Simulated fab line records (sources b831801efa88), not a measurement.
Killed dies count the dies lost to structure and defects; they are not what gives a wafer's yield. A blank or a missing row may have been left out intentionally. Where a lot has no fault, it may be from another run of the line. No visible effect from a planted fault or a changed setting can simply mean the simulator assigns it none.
Which of the tools did it? ; flow sky130 ; 6 lots with 17 wafers sampled at 3 steps, on a route of 708 steps

== WHAT EACH GAUGE READ, for each wafer ==
SKY_CONTACT_THK_MEAS_03.
lot;measured;on;CONTACT_HDPCVD_THK (nm)
L982;day 31 04:20;film-metro-01;562 580 574
L984;day 32 10:13;film-metro-02;551 568 565
L987;day 33 12:07;film-metro-01;558 560 562
L989;day 33 20:34;film-metro-04;564 562 561
L995;day 35 16:36;film-metro-04;414 413 414 413
L101;day 37 06:35;film-metro-01;561 577 561

== WHAT TOOL EACH LOT RAN ON (gives the tool, then ch and the chambers of the sampled wafers, and finally the start) ==
lot;SKY_LI_CONTACT_SPUTTER_19;SKY_CONTACT_HDPCVD_02
L982;pvd-sputter-03, day 29 22:26;hdpcvd-02 ch 1,2, day 31 04:16
L984;pvd-sputter-03, day 31 04:48;hdpcvd-01 ch 0,2, day 32 10:08
L987;pvd-sputter-02, day 32 07:10;hdpcvd-01 ch 0,1, day 33 12:01
L989;pvd-sputter-04, day 32 15:41;hdpcvd-01 ch 1,2, day 33 20:29
L995;pvd-sputter-03, day 34 13:25;hdpcvd-01 ch 0, day 35 16:31
L101;pvd-sputter-02, day 36 02:50;hdpcvd-02 ch 0,2, day 37 06:30
- SKY_LI_CONTACT_SPUTTER_19: material Ti, target thk 20 nm, time 106.37 s.
- SKY_CONTACT_HDPCVD_02: deposits SiO2, target thk 565 nm, time 94.2 s.

== THE ANSWER, worked out from the rows above alone ==
Rule: usual is defined by the lots themselves. Put in order of their means at a reading, lots are off if they are a third of the lots or fewer, leave a main group of 4 or more, and stand apart from it by a gap of 3 or more times the standard deviation of the main group's means; of several such gaps the widest counts. A main group whose means are all the same, to the digits that the tables above print for the reading, isn't used. Also off: a lot with no number at a reading for which 4 or more lots have one. All remaining lots with rows at the step are treated as sound.
Off: L995, seen at SKY_CONTACT_THK_MEAS_03 (CONTACT_HDPCVD_THK). Mean 564 nm and standard deviation 4.3 in the main group.
If a tool, at a process step before that reading, ran all the lots that are off and no sound lot after the first of them, it fits. Those tools and the gauges at SKY_CONTACT_THK_MEAS_03 are tried in the same way. Can't be told from this: 3 tools fit, pvd-sputter-03 at SKY_LI_CONTACT_SPUTTER_19, hdpcvd-01 at SKY_CONTACT_HDPCVD_02, film-metro-04 at SKY_CONTACT_THK_MEAS_03.

== WHAT THE SIMULATOR PUT IN ==
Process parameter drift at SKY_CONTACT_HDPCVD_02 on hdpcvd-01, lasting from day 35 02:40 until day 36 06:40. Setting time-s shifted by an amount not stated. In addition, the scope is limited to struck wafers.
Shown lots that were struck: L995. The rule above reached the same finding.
